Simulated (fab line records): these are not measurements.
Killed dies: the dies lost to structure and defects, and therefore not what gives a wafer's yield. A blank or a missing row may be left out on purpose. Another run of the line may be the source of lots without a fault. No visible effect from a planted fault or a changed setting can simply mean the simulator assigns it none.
fab line records	flow gf180mcu	part 1 of 2: steps 1 to 23 of 33
[record] lots = 5	wafers = 15	last-day = 34
route steps=602 shown DUAL_GATE@152 POLY_GATE@157 HV_LDD@176
lots that met no fault: from a run of the same line without faults
start-h: start of the lot's first displayed wafer, in hours after the record's first day	wait-h: hours since the lot's step before	" as in the row above	L1.1+2: a row that stands for several wafers	- either no value or no given start	* or withheld: withheld	< > ~ a bound
route shown NAME@n: names a module that has steps shown in the file, with the first one's number in the route	usual: average and standard deviation across the fault-free wafers	same: alike in all rows	chamber/n: place in a boat	sites: each site's reading	_std_site: the standard deviation of these	_edge_site: outer sites' mean less inner sites'	radius-mm: how far each site lies from the wafer's centre	mask NAME#n: copy n	behind: the tool/chamber that last shaped the wafer	hold: why the lot went on hold/how many hours it stayed there/how the hold came to an end	device: the n, p or np transistor that did not switch	end of line: at the end of the route, the tests of the same wafers	a step without rows: its recipe alone	killed: count of dies lost to structure and defects at first sort (not the wafer's yield)	map: per-die view of a wafer (x killed, . not killed, _ where there is no die)
set.NAME: the setting as run; set.NAME@STEP: as run at that earlier step	model.NAME: the simulator's own value behind a step, which no gauge read
a table for each step, a row for each wafer; lots at some steps of the route
services: when a tool's chamber went out of use (start-h, in hours from the record's first day, below 0 if earlier), for how many hours, and the reason
[[steps]]
[step GF_DUAL_GATE_OVL_MEAS_11]
[usual] DUAL_GATE_OVL = 0.9/1.5
lot.wafer	tool	chamber	start-h	wait-h	DUAL_GATE_OVL[nm]
L077.4	overlay-01	-	194.71	0.1	0.2
L077.5	"	-	"	"	1.5
L077.6	"	-	"	"	-0.6
L080.2	overlay-02	-	218.32	0.1	1.5
L080.3	"	-	"	"	2.2
L080.4	"	-	"	"	0.4
L088.1	overlay-02	-	272.80	0.1	0.3
L088.3	"	-	"	"	1.7
L088.4	"	-	"	"	-0.3
L089.2	overlay-01	-	283.65	0.1	2.0
L089.4	"	-	"	"	-0.7
L089.6	"	-	"	"	-0.1
L096.1	overlay-01	-	326.61	0.1	-0.6
L096.3	"	-	"	"	-0.1
L096.6	"	-	"	"	0.1
[step GF_DUAL_GATE_WET_ETCH_12]
[recipe] chemistry = dHF	target-depth-nm = 13	dry = n2-spin	target = SiO2	temp-c = 25	dilution = 100:1	time-s = 260
lot.wafer	tool	chamber	start-h	wait-h
L077.4+5+6	wet-bench-02	3	194.73	0.0
L080.2+3+4	wet-bench-01	3	218.35	0.0
L088.1+3+4	wet-bench-02	3	272.84	0.0
L089.2+4+6	wet-bench-02	1	283.68	0.0
L096.1+3+6	wet-bench-04	1	326.65	0.0
[step GF_DUAL_GATE_STRIP_13]
[recipe] chemistry = O2/N2	power-w = 1400	pressure-mtorr = 1500	platen-temp-c = 250	o2-flow-sccm = 3000	n2-flow-sccm = 300	overash-fraction = 0.5
[usual] drypump-motor-current-A = 5.8/0.4	heater-power-w = 348/43	oes-product-au = 0.716/0.0043	strip-time-to-endpoint-s = 12.63/0.037
lot.wafer	tool	chamber	start-h	wait-h	drypump-motor-current-A	heater-power-w	oes-product-au	rf-hours-counter-h	strip-time-to-endpoint-s
L077.4	plasma-asher-02	0	194.85	0.0	6.0	285	0.708	-	12.64
L077.5	"	1	"	"	6.0	339	0.718	-	12.66
L077.6	"	0	"	"	6.0	287	0.723	-	12.64
L080.2	plasma-asher-03	0	218.43	0.0	5.2	342	0.716	10	12.65
L080.3	"	0	"	"	5.3	335	0.718	-	12.62
L080.4	"	1	"	"	6.3	403	0.721	-	12.61
L088.1	plasma-asher-02	1	272.93	0.0	6.0	340	0.717	62	12.70
L088.3	"	1	"	"	5.9	349	0.725	-	12.68
L088.4	"	0	"	"	6.0	284	0.715	-	12.71
L089.2	plasma-asher-01	0	283.76	0.0	5.5	383	0.711	47	12.61
L089.4	"	0	"	"	5.5	363	0.712	-	12.59
L089.6	"	1	"	"	5.7	305	0.716	-	12.60
L096.1	plasma-asher-03	1	326.73	0.0	6.3	398	0.724	23	12.64
L096.3	"	1	"	"	6.3	400	0.713	-	12.66
L096.6	"	0	"	"	5.3	345	0.719	-	12.67
[step GF_DUAL_GATE_CLEAN_14]
[recipe] chemistry = SC1/SC2	mix = 1:4:20	temp-c = 70	time-s = 150	dry = n2-spin
lot.wafer	tool	chamber	start-h	wait-h
L077.4+5+6	wet-bench-04	3	194.92	0.0
L080.2+3+4	wet-bench-02	0	218.53	0.1
L088.1+3+4	wet-bench-01	2	273.03	0.1
L089.2+4+6	wet-bench-02	3	283.86	0.1
L096.1+3+6	wet-bench-01	2	326.83	0.1
[step GF_DUAL_GATE_OXIDATION_15]
[recipe] temp-c = 850	ambient = O2	stabilise-s = 600	purge-s = 300	target-thk-a = 70.98	ox-time-s = 1995
[usual] spike-tc-upper-C = 850.0/1.3	zone-power-upper-pct = 15.5/0.97
[same] ox-time-s = 1995
lot.wafer	tool	chamber	start-h	wait-h	spike-tc-upper-C	zone-power-upper-pct
L077.4	furnace-01	0	195.28	0.3	851.8	16.1
L077.5	"	0	"	"	849.8	16.3
L077.6	"	0	"	"	851.2	16.2
L080.2	furnace-02	0	218.58	0.0	847.2	14.5
L080.3	"	0	"	"	848.9	14.1
L080.4	"	0	"	"	849.5	14.5
L088.1	furnace-01	0	273.08	0.0	852.5	16.4
L088.3	"	0	"	"	849.0	16.1
L088.4	"	0	"	"	850.2	16.5
L089.2	furnace-01	0	283.91	0.0	851.0	15.8
L089.4	"	0	"	"	851.1	16.2
L089.6	"	0	"	"	849.7	16.4
L096.1	furnace-01	0	327.76	0.9	851.4	16.5
L096.3	"	0	"	"	850.7	16.4
L096.6	"	0	"	"	851.3	16.2
[step GF_POLY_GATE_CVD_00]
[recipe] material = poly-Si	target-thk-nm = 200	temp-c = 620	time-s = 1200	pressure-mtorr = 200
[usual] pressure-mtorr = 200.0/0.44	spike-tc-upper-C = 619.7/1.4	zone-power-upper-pct = 8.4/0.99
lot.wafer	tool	chamber	start-h	wait-h	pressure-mtorr	spike-tc-upper-C	zone-power-upper-pct
L077.4	lpcvd-02	1	196.84	0.0	200.3	619.3	7.4
L077.5	"	1	"	"	200.4	619.6	7.4
L077.6	"	1	"	"	199.6	618.5	7.4
L080.2	lpcvd-02	1	220.14	0.0	200.4	617.9	7.4
L080.3	"	1	"	"	199.4	619.9	7.4
L080.4	"	1	"	"	199.9	618.1	7.4
L088.1	lpcvd-01	1	274.63	0.0	200.5	621.3	8.1
L088.3	"	1	"	"	200.0	620.9	8.2
L088.4	"	1	"	"	200.0	621.4	8.1
L089.2	lpcvd-02	0	285.47	0.0	199.7	620.6	9.9
L089.4	"	0	"	"	201.1	618.1	9.9
L089.6	"	0	"	"	200.4	620.1	9.9
L096.1	lpcvd-02	1	329.32	0.0	199.3	619.1	7.3
L096.3	"	1	"	"	199.4	619.0	7.4
L096.6	"	1	"	"	199.1	618.2	7.4
[step GF_POLY_GATE_THK_MEAS_01]
[recipe] reads = poly-Si_of_POLY_GATE_CVD_00
[usual] POLY_GATE_CVD_00_THK = 200.8/2.2
lot.wafer	tool	chamber	start-h	wait-h	POLY_GATE_CVD_00_THK[nm]
L077.4	film-metro-02	-	198.87	0.0	200.2
L077.5	"	-	"	"	199.6
L077.6	"	-	"	"	199.4
L080.2	film-metro-01	-	222.15	0.0	201.5
L080.3	"	-	"	"	202.5
L080.4	"	-	"	"	202.6
L088.1	film-metro-02	-	275.96	0.0	203.3
L088.3	"	-	"	"	203.4
L088.4	"	-	"	"	202.8
L089.2	film-metro-01	-	286.81	0.0	197.1
L089.4	"	-	"	"	195.8
L089.6	"	-	"	"	196.1
L096.1	film-metro-02	-	330.65	0.0	198.5
L096.3	"	-	"	"	198.1
L096.6	"	-	"	"	200.6
[step GF_POLY_GATE_DEHYDRATE_02]
[recipe] temp-c = 200	time-s = 60
[usual] chill-plate-temp-C = 22.99/0.1	exhaust-pa = 45.2/1.1
lot.wafer	tool	chamber	start-h	wait-h	chill-plate-temp-C	exhaust-pa
L077.4	litho-track-02	0	206.27	7.4	23.11	46.4
L077.5	"	0	"	"	23.17	46.5
L077.6	"	0	"	"	22.91	46.1
L080.2	litho-track-03	0	230.34	8.2	22.98	43.5
L080.3	"	0	"	"	22.92	42.3
L080.4	"	0	"	"	22.82	45.2
L088.1	litho-track-01	0	285.21	9.2	23.08	45.9
L088.3	"	0	"	"	23.04	46.9
L088.4	"	0	"	"	23.05	44.9
L089.2	litho-track-03	0	296.34	9.5	22.95	42.9
L089.4	"	0	"	"	22.80	43.9
L089.6	"	0	"	"	23.00	44.6
L096.1	litho-track-03	0	340.67	10.0	23.11	45.3
L096.3	"	0	"	"	23.15	45.7
L096.6	"	0	"	"	23.00	46.1
[step GF_POLY_GATE_HMDS_03]
[recipe] prime-time-s = 60	prime-temp-c = 120
[usual] chill-plate-temp-C = 22.99/0.097	exhaust-pa = 44.6/0.96
lot.wafer	tool	chamber	start-h	wait-h	chill-plate-temp-C	exhaust-pa
L077.4	litho-track-02	0	206.42	0.1	22.97	45.2
L077.5	"	0	"	"	23.06	45.4
L077.6	"	0	"	"	22.97	45.2
L080.2	litho-track-03	0	230.49	0.1	23.09	44.5
L080.3	"	0	"	"	23.02	44.0
L080.4	"	0	"	"	22.96	44.7
L088.1	litho-track-01	0	285.36	0.1	23.00	44.4
L088.3	"	0	"	"	22.94	45.4
L088.4	"	0	"	"	22.98	44.3
L089.2	litho-track-03	0	296.49	0.1	22.92	44.4
L089.4	"	0	"	"	23.04	43.3
L089.6	"	0	"	"	22.92	44.7
L096.1	litho-track-03	0	340.82	0.1	23.06	44.9
L096.3	"	0	"	"	23.10	44.1
L096.6	"	0	"	"	23.10	45.8
[step GF_POLY_GATE_COAT_04]
[recipe] resist = BARC	temp-c = withheld	time-s = withheld	spin-rpm = withheld	resist-thk-nm = withheld
[usual] chill-plate-temp-C = *	exhaust-pa = 45.0/1.1
lot.wafer	tool	chamber	start-h	wait-h	chill-plate-temp-C	exhaust-pa
L077.4	litho-track-02	0	206.57	0.1	*	44.7
L077.5	"	0	"	"	*	45.6
L077.6	"	0	"	"	*	46.2
L080.2	litho-track-03	0	230.64	0.1	*	45.6
L080.3	"	0	"	"	*	47.2
L080.4	"	0	"	"	*	45.2
L088.1	litho-track-01	0	285.51	0.1	*	43.5
L088.3	"	0	"	"	*	45.1
L088.4	"	0	"	"	*	44.7
L089.2	litho-track-03	0	296.64	0.1	*	45.7
L089.4	"	0	"	"	*	44.4
L089.6	"	0	"	"	*	45.9
L096.1	litho-track-03	0	340.97	0.1	*	42.8
L096.3	"	0	"	"	*	43.7
L096.6	"	0	"	"	*	42.9
[step GF_POLY_GATE_COAT_05]
[recipe] resist = KrF	spin-rpm = withheld	resist-thk-nm = 700
[usual] chill-plate-temp-C = 23.02/0.095	exhaust-pa = 44.9/0.9
lot.wafer	tool	chamber	start-h	wait-h	chill-plate-temp-C	exhaust-pa
L077.4	litho-track-02	0	-	-	23.00	44.6
L077.5	"	0	"	"	23.15	44.6
L077.6	"	0	"	"	23.10	43.8
L080.2	litho-track-03	0	-	-	22.89	43.9
L080.3	"	0	"	"	23.07	44.7
L080.4	"	0	"	"	23.01	44.1
L088.1	litho-track-01	0	-	-	22.89	44.1
L088.3	"	0	"	"	22.94	43.5
L088.4	"	0	"	"	22.87	43.2
L089.2	litho-track-03	0	-	-	23.16	43.7
L089.4	"	0	"	"	23.15	44.1
L089.6	"	0	"	"	23.00	44.6
L096.1	litho-track-03	0	-	-	22.98	44.8
L096.3	"	0	"	"	23.08	44.0
L096.6	"	0	"	"	22.92	44.5
[step GF_POLY_GATE_SOFTBAKE_06]
[recipe] temp-c = 130	time-s = 60	resist = KrF
[usual] chill-plate-temp-C = 23.02/0.1	exhaust-pa = 44.9/0.85
lot.wafer	tool	chamber	start-h	wait-h	chill-plate-temp-C	exhaust-pa
L077.4	litho-track-02	0	-	-	22.85	46.4
L077.5	"	0	"	"	22.91	45.0
L077.6	"	0	"	"	22.81	46.1
L080.2	litho-track-03	0	-	-	22.91	44.4
L080.3	"	0	"	"	22.92	44.8
L080.4	"	0	"	"	23.07	44.1
L088.1	litho-track-01	0	-	-	22.93	46.2
L088.3	"	0	"	"	23.06	45.2
L088.4	"	0	"	"	23.07	44.2
L089.2	litho-track-03	0	-	-	23.07	45.2
L089.4	"	0	"	"	22.93	45.3
L089.6	"	0	"	"	23.16	46.8
L096.1	litho-track-03	0	-	-	22.91	45.4
L096.3	"	0	"	"	22.91	45.3
L096.6	"	0	"	"	22.88	44.6
[step GF_POLY_GATE_EXPOSE_07]
[recipe] mask-id = Poly2	target-cd-nm = 280	na = 0.68	source-shape = conventional	sigma-outer = 0.6	dose-mj = 28
lot.wafer	tool	chamber	start-h	wait-h	mask
L077.4+5+6	krf-scanner-02	0	-	-	Poly2#0
L080.2+3+4	krf-scanner-02	0	-	-	Poly2#0
L088.1+3+4	krf-scanner-02	0	-	-	Poly2#0
L089.2+4+6	krf-scanner-02	0	-	-	Poly2#0
L096.1+3+6	krf-scanner-01	0	-	-	Poly2#0
[step GF_POLY_GATE_PEB_08]
[recipe] peb-temp-c = 135	peb-time-s = 90	resist = KrF
[usual] chill-plate-temp-C = 23.00/0.1	exhaust-pa = 45.1/0.9
lot.wafer	tool	chamber	start-h	wait-h	chill-plate-temp-C	exhaust-pa
L077.4	litho-track-02	0	-	-	22.96	45.5
L077.5	"	0	"	"	23.01	46.4
L077.6	"	0	"	"	23.05	45.1
L080.2	litho-track-01	0	-	-	23.02	45.4
L080.3	"	0	"	"	23.01	45.6
L080.4	"	0	"	"	23.05	46.0
L088.1	litho-track-03	0	-	-	22.97	44.2
L088.3	"	0	"	"	22.97	45.1
L088.4	"	0	"	"	23.13	45.2
L089.2	litho-track-03	0	-	-	22.98	43.3
L089.4	"	0	"	"	22.99	44.1
L089.6	"	0	"	"	23.08	44.2
L096.1	litho-track-02	0	-	-	22.84	46.5
L096.3	"	0	"	"	22.91	44.8
L096.6	"	0	"	"	22.99	46.6
[step GF_POLY_GATE_DEVELOP_09]
[recipe] develop-time-s = 60	resist = KrF	dev-temp-c = 21
[usual] chill-plate-temp-C = 22.99/0.11	exhaust-pa = 45.0/0.84
lot.wafer	tool	chamber	start-h	wait-h	chill-plate-temp-C	exhaust-pa
L077.4	litho-track-02	0	215.67	0.1	22.96	45.2
L077.5	"	0	"	"	22.87	44.1
L077.6	"	0	"	"	23.09	44.7
L080.2	litho-track-01	0	240.04	0.2	22.95	45.7
L080.3	"	0	"	"	22.87	46.5
L080.4	"	0	"	"	22.93	45.0
L088.1	litho-track-03	0	296.17	0.2	23.12	46.9
L088.3	"	0	"	"	23.19	45.3
L088.4	"	0	"	"	23.12	44.0
L089.2	litho-track-03	0	306.59	0.2	22.87	43.8
L089.4	"	0	"	"	22.93	43.9
L089.6	"	0	"	"	22.91	44.1
L096.1	litho-track-02	0	351.64	0.2	23.20	43.3
L096.3	"	0	"	"	23.21	43.6
L096.6	"	0	"	"	22.99	44.9
[step GF_POLY_GATE_CD_MEAS_10]
[recipe] target-cd-nm = 280
[usual] cd-nm = 279.8/1.4
lot.wafer	tool	chamber	start-h	wait-h	cd-nm
L077.4	cd-sem-01	-	215.81	0.1	282.5
L077.5	"	-	"	"	281.0
L077.6	"	-	"	"	281.7
L080.2	cd-sem-02	-	240.18	0.1	282.0
L080.3	"	-	"	"	280.7
L080.4	"	-	"	"	281.8
L088.1	cd-sem-01	-	296.32	0.1	279.2
L088.3	"	-	"	"	278.6
L088.4	"	-	"	"	278.5
L089.2	cd-sem-02	-	306.74	0.1	278.9
L089.4	"	-	"	"	279.4
L089.6	"	-	"	"	279.1
L096.1	cd-sem-01	-	351.79	0.1	280.5
L096.3	"	-	"	"	279.9
L096.6	"	-	"	"	282.1
[step GF_POLY_GATE_OVL_MEAS_11]
[usual] POLY_GATE_OVL = 0/5.2
lot.wafer	tool	chamber	start-h	wait-h	POLY_GATE_OVL[nm]
L077.4	overlay-02	-	215.88	0.1	-1
L077.5	"	-	"	"	-4
L077.6	"	-	"	"	0
L080.2	overlay-01	-	240.29	0.1	-5
L080.3	"	-	"	"	-7
L080.4	"	-	"	"	-4
L088.1	overlay-02	-	296.44	0.1	5
L088.3	"	-	"	"	15
L088.4	"	-	"	"	12
L089.2	overlay-02	-	306.84	0.1	-1
L089.4	"	-	"	"	-5
L089.6	"	-	"	"	5
L096.1	overlay-02	-	351.91	0.1	-6
L096.3	"	-	"	"	-4
L096.6	"	-	"	"	-3
[step GF_POLY_GATE_ETCH_12]
[recipe] chemistry = N2/H2	target-depth-a = withheld	overetch-a = withheld	time-s = withheld	target = BARC	ion-energy-ev = 200	source-w = 500	bias-w = 100	pressure-mtorr = 30	n2-flow-sccm = 100	h2-flow-sccm = 200
[usual] bias-w = 100.05/0.3	drypump-motor-current-A = 6.0/0.66	oes-product-au = 0.736/0.0044	throttle-valve-pct = 13.214/0.0088
lot.wafer	tool	chamber	start-h	wait-h	bias-w	drypump-motor-current-A	oes-product-au	throttle-valve-pct
L077.4	rie-diel-03	2	215.90	0.0	100.19	6.7	0.732	13.195
L077.5	"	2	"	"	100.08	6.7	0.734	13.215
L077.6	"	1	"	"	100.18	6.7	0.735	13.208
L080.2	rie-diel-03	0	240.32	0.0	100.13	6.6	0.735	13.208
L080.3	"	1	"	"	99.81	6.7	0.739	13.216
L080.4	"	2	"	"	100.06	6.7	0.739	13.203
L088.1	rie-diel-04	0	296.47	0.0	100.16	5.2	0.746	13.227
L088.3	"	3	"	"	100.28	5.5	0.735	13.208
L088.4	"	0	"	"	99.85	5.2	0.731	13.212
L089.2	rie-diel-02	3	306.87	0.0	100.08	5.8	0.734	13.233
L089.4	"	0	"	"	100.03	5.7	0.734	13.206
L089.6	"	0	"	"	99.72	5.7	0.737	13.218
L096.1	rie-diel-02	2	351.95	0.0	100.21	5.0	0.735	13.208
L096.3	"	1	"	"	99.78	4.7	0.729	13.217
L096.6	"	2	"	"	99.59	5.0	0.736	13.215
[step GF_POLY_GATE_ETCH_13]
[recipe] target = poly-Si	target-depth-nm = 198.5	stop-on = SiO2	over-etch-frac = 0.403	chemistry = HBr/Cl2	icp-w = 400	bias-w = 100	pressure-mtorr = 10	HBr_flow_sccm = 150	Cl2_flow_sccm = 50	time-s = 69.6
[usual] bias-w = 100.02/0.29	drypump-motor-current-A = 5.73/0.26	oes-product-au = 0.990/0.0095	throttle-valve-pct = 33.684/0.0092
lot.wafer	tool	chamber	start-h	wait-h	bias-w	drypump-motor-current-A	oes-product-au	rf-hours-counter-h	throttle-valve-pct
L077.4	rie-si-02	1	215.95	-	99.86	5.76	0.985	20	33.694
L077.5	"	2	"	"	99.82	5.61	0.983	-	33.687
L077.6	"	1	"	"	100.17	5.77	0.981	-	33.686
L080.2	rie-si-02	3	240.37	-	100.49	5.92	0.979	4	33.685
L080.3	"	1	"	"	100.21	5.74	0.983	20	33.684
L080.4	"	0	"	"	99.77	6.13	0.988	104	33.671
L088.1	rie-si-02	3	296.52	-	99.75	5.91	0.988	5	33.676
L088.3	"	2	"	"	99.87	5.59	0.974	10	33.702
L088.4	"	3	"	"	100.40	5.91	0.985	-	33.676
L089.2	rie-si-01	2	306.92	-	100.07	5.93	0.979	1	33.687
L089.4	"	1	"	"	100.01	5.72	0.982	3	33.690
L089.6	"	1	"	"	100.19	5.72	0.980	-	33.691
L096.1	rie-si-01	0	352.00	-	99.68	5.18	0.990	82	33.681
L096.3	"	1	"	"	99.54	5.72	0.992	3	33.686
L096.6	"	0	"	"	99.80	5.18	0.991	-	33.674
[step GF_POLY_GATE_STRIP_14]
[recipe] chemistry = O2/N2	power-w = 1400	pressure-mtorr = 1500	platen-temp-c = 250	o2-flow-sccm = 3000	n2-flow-sccm = 300	overash-fraction = 0.5
[usual] drypump-motor-current-A = 5.8/0.47	heater-power-w = 335/38	oes-product-au = 0.505/0.0046
lot.wafer	tool	chamber	start-h	wait-h	drypump-motor-current-A	heater-power-w	oes-product-au	rf-hours-counter-h
L077.4	plasma-asher-04	0	216.04	0.1	5.1	322	0.501	-
L077.5	"	0	"	"	5.1	321	0.502	-
L077.6	"	1	"	"	6.4	320	0.512	-
L080.2	plasma-asher-04	0	240.43	0.0	5.1	325	0.508	62
L080.3	"	0	"	"	5.1	329	0.505	-
L080.4	"	1	"	"	6.4	319	0.509	-
L088.1	plasma-asher-02	0	296.58	0.0	6.0	285	0.505	65
L088.3	"	0	"	"	6.0	285	0.506	-
L088.4	"	1	"	"	6.0	345	0.503	-
L089.2	plasma-asher-02	1	306.98	0.0	5.9	339	0.506	67
L089.4	"	1	"	"	5.9	349	0.510	-
L089.6	"	1	"	"	5.9	335	0.502	-
L096.1	plasma-asher-02	0	352.06	0.0	6.0	279	0.503	72
L096.3	"	0	"	"	6.0	281	0.502	-
L096.6	"	1	"	"	6.0	340	0.506	-
[step GF_POLY_GATE_CLEAN_15]
[recipe] chemistry = SC1/SC2	mix = 1:4:20	temp-c = 70	time-s = 150	dry = n2-spin
lot.wafer	tool	chamber	start-h	wait-h
L077.4+5+6	wet-bench-03	2	216.11	0.0
L080.2+3+4	wet-bench-03	1	240.53	0.1
L088.1+3+4	wet-bench-04	2	296.68	0.1
L089.2+4+6	wet-bench-04	0	307.08	0.1
L096.1+3+6	wet-bench-02	3	352.16	0.1
[step GF_POLY_GATE_OXIDATION_16]
[recipe] temp-c = 850	ambient = O2	stabilise-s = 600	purge-s = 300	target-thk-a = 40	ox-time-s = 899
[usual] spike-tc-upper-C = 849.8/1.3	zone-power-upper-pct = 15.2/0.97
[same] ox-time-s = 899
lot.wafer	tool	chamber	start-h	wait-h	spike-tc-upper-C	zone-power-upper-pct
L077.4	furnace-01	0	216.51	0.4	850.3	16.4
L077.5	"	0	"	"	850.9	16.3
L077.6	"	0	"	"	850.8	16.2
L080.2	furnace-01	0	241.19	0.6	852.5	16.1
L080.3	"	0	"	"	850.0	16.2
L080.4	"	0	"	"	850.9	16.4
L088.1	furnace-02	0	296.73	0.0	846.7	14.4
L088.3	"	0	"	"	848.1	14.3
L088.4	"	0	"	"	848.5	14.3
L089.2	furnace-02	0	307.13	0.0	848.7	14.3
L089.4	"	0	"	"	850.0	14.4
L089.6	"	0	"	"	849.4	14.4
L096.1	furnace-01	0	352.21	0.0	848.6	16.3
L096.3	"	0	"	"	850.9	15.8
L096.6	"	0	"	"	851.4	16.5
[step GF_POLY_GATE_THK_MEAS_17]
[recipe] reads = SiO2_of_POLY_GATE_OXIDATION_16
[usual] POLY_GATE_OXIDATION_THK = 3.98/0.084
lot.wafer	tool	chamber	start-h	wait-h	POLY_GATE_OXIDATION_THK[nm]
L077.4	film-metro-01	-	217.79	0.0	3.99
L077.5	"	-	"	"	3.93
L077.6	"	-	"	"	3.99
L080.2	film-metro-03	-	242.45	0.0	3.95
L080.3	"	-	"	"	4.03
L080.4	"	-	"	"	4.06
L088.1	film-metro-02	-	297.98	0.0	4.09
L088.3	"	-	"	"	3.99
L088.4	"	-	"	"	4.00
L089.2	film-metro-02	-	308.39	0.0	4.22
L089.4	"	-	"	"	4.20
L089.6	"	-	"	"	4.10
L096.1	film-metro-03	-	353.46	0.0	4.00
L096.3	"	-	"	"	3.99
L096.6	"	-	"	"	4.00
